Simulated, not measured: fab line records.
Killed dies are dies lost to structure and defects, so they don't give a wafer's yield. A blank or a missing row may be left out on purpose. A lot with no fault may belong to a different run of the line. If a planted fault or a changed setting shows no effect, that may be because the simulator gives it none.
Which of the tools did it?    flow sky130    Sampling: 14 lots, 42 wafers, 5 of 708 route steps

WHAT THE GAUGES READ, wafer by wafer
SKY_GATE_OXIDE_OVL_MEAS_10.
lot   measured      on          GATE_OXIDE_OVL (nm)
L164  day 13 18:45  overlay-01  0.7 1.1 -1.3
L166  day 14 14:38  overlay-02  2.3 0.4 1.9
L169  day 15 14:22  overlay-02  -0.2 0.1 0.7
L171  day 16 02:10  overlay-02  1.4 1.3 2.2
L172  day 16 16:47  overlay-01  0.1 0.3 0.1
L174  day 17 07:32  overlay-02  0.4 0.1 1.4
L176  day 18 05:05  overlay-02  1.1 2.4 0.1
L175  day 18 05:22  overlay-01  0.5 2.9 2.3
L179  day 18 22:55  overlay-02  2.2 0.5 0.0
L182  day 20 06:40  overlay-01  -103.2 -103.4 -103.2
L184  day 20 21:47  overlay-01  0.5 1.0 0.8
L185  day 21 09:26  overlay-01  -101.9 -102.3 -101.9
L187  day 21 16:22  overlay-01  -104.5 -104.9 -106.6
L186  day 21 16:40  overlay-02  -105.1 -103.8 -103.2

SKY_SD_N_CD_MEAS_07: the cd target is 380 nm.
lot   measured      on         cd nm (nm)
L164  day 28 04:43  cd sem-01  378.4 380.2 380.7
L166  day 28 16:56  cd sem-02  379.8 379.9 380.2
L169  day 30 05:20  cd sem-01  382.7 381.8 382.2
L171  day 30 05:59  cd sem-01  384.9 385.3 385.6
L172  day 30 16:16  cd sem-02  377.0 377.1 374.2
L174  day 31 07:10  cd sem-01  378.8 379.2 380.7
L176  day 32 03:26  cd sem-01  382.5 384.6 380.8
L175  day 32 05:05  cd sem-01  380.0 376.7 377.5
L179  day 32 19:01  cd sem-01  378.3 378.1 381.5
L182  day 33 21:58  cd sem-02  378.1 379.9 379.9
L184  day 34 09:34  cd sem-01  377.0 376.3 377.3
L185  day 35 18:06  cd sem-01  381.9 381.0 382.2
L187  day 35 19:41  cd sem-01  383.5 381.0 382.3
L186  day 35 20:10  cd sem-01  379.2 381.6 380.7

SKY_LOCAL_INTERCONNECT_THK_MEAS_02: measures by xrf.
lot   measured      on             LOCAL_INTERCONNECT_TIN_THK (nm)
L164  day 29 12:46  film metro-04  100.1 97.6 98.2
L166  day 30 00:07  film metro-01  96.3 97.9 96.4
L169  day 31 12:18  film metro-03  99.0 99.6 98.8
L171  day 31 12:43  film metro-03  96.5 97.8 99.0
L172  day 31 22:56  film metro-03  97.2 98.6 98.2
L174  day 32 13:12  film metro-01  98.3 97.7 96.9
L176  day 33 09:15  film metro-04  100.5 100.4 100.2
L175  day 33 11:16  film metro-04  97.2 98.6 99.9
L179  day 34 00:58  film metro-01  95.3 96.4 95.7
L182  day 35 20:55  film metro-03  97.5 98.5 98.7
L184  day 36 00:26  film metro-01  99.9 98.7 98.5
L185  day 36 13:32  film metro-01  97.3 97.0 97.6
L187  day 36 20:07  film metro-03  97.9 98.0 96.8
L186  day 36 21:43  film metro-01  95.0 95.5 96.3

SKY_CONTACT_OVL_MEAS_15.
lot   measured      on          CONTACT_OVL (nm)
L164  day 31 22:01  overlay-02  3 1 1
L166  day 32 08:32  overlay-02  -1 -4 -3
L169  day 33 20:02  overlay-01  -3 -8 3
L171  day 33 20:52  overlay-02  -4 -7 -7
L172  day 34 05:04  overlay-02  -7 -2 6
L174  day 35 17:44  overlay-01  4 -3 -5
L176  day 35 23:16  overlay-02  0 -9 -1
L175  day 35 23:52  overlay-02  4 0 3
L179  day 36 18:25  overlay-01  14 16 9
L182  day 37 18:35  overlay-02  10 7 9
L184  day 38 01:47  overlay-02  1 9 5
L185  day 38 17:07  overlay-02  -9 -7 -4
L187  day 38 22:58  overlay-02  -7 -2 5
L186  day 39 00:49  overlay-01  2 5 12

EACH LOT AND THE TOOL THAT RAN IT (in order: tool; ch and the chambers of the sampled wafers; start)
lot   SKY_GATE_OXIDE_EXPOSE_07
L164  iline stepper-02 ch 0, day 13 06:01
L166  iline stepper-02 ch 0, day 14 01:52
L169  iline stepper-01 ch 0, day 15 01:28
L171  iline stepper-01 ch 0, day 15 13:32
L172  iline stepper-01 ch 0, day 16 03:08
L174  iline stepper-02 ch 0, day 16 17:28
L176  iline stepper-02 ch 0, day 17 14:18
L175  iline stepper-01 ch 0, day 17 14:32
L179  iline stepper-01 ch 0, day 18 08:40
L182  iline stepper-02 ch 0, day 19 15:35
L184  iline stepper-01 ch 0, day 20 06:40
L185  iline stepper-02 ch 0, day 20 18:01
L187  iline stepper-02 ch 0, day 21 01:06
L186  iline stepper-02 ch 0, day 21 01:27
- SKY_GATE_OXIDE_EXPOSE_07: exposes mask LVOM, target cd 600 nm.

AS READ BY THE TOOLS THEMSELVES (means over the sampled wafers that have a number; for cases with no such wafer, the mark the record gives instead)
The record holds no such reading with a usual standard deviation.

THE ANSWER, worked out from the rows above alone
Rule: what is usual is taken from the lots themselves. Put in order of their means at a reading, lots are off if they are a third of the lots or fewer, leave a main group of 4 or more, and stand apart from it by a gap of 3 or more times the standard deviation of the main group's means; of several such gaps the widest counts. Not used: any main group whose means are identical at the precision the tables above print for the reading. Also off: a lot with no number at a reading for which 4 or more lots have one. All remaining lots with rows at the step are treated as sound. Order of review: gauges by route order, followed by the tools' own readings, for which a lot's mean as printed above is used. The first step at which some lot is off is used, and at that step the reading that is off furthest; a lot without a number counts as furthest.
Off: L182, L185, L187, L186, at SKY_GATE_OXIDE_OVL_MEAS_10 (GATE_OXIDE_OVL). The main group has a mean of 0.9 nm with a standard deviation of 0.61.
If a tool, at a process step before that reading, ran all the lots that are off and no sound lot after the first of them, it fits. Gauges at SKY_GATE_OXIDE_OVL_MEAS_10: tried the same way as those tools. One fits: SKY_GATE_OXIDE_EXPOSE_07 on iline stepper-02. A fault onset in the window from L176 (day 17 14:18, its last sound lot) to L182 (day 19 15:35, its first lot off) fits.

WHAT HAD BEEN PUT IN BY THE SIMULATOR
Scanner matching overlay: iline stepper-02, from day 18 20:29 on, at SKY_GATE_OXIDE_EXPOSE_07. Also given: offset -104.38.
Shown lots that were struck: L182, L185, L187, L186. The rule above reached the same finding.
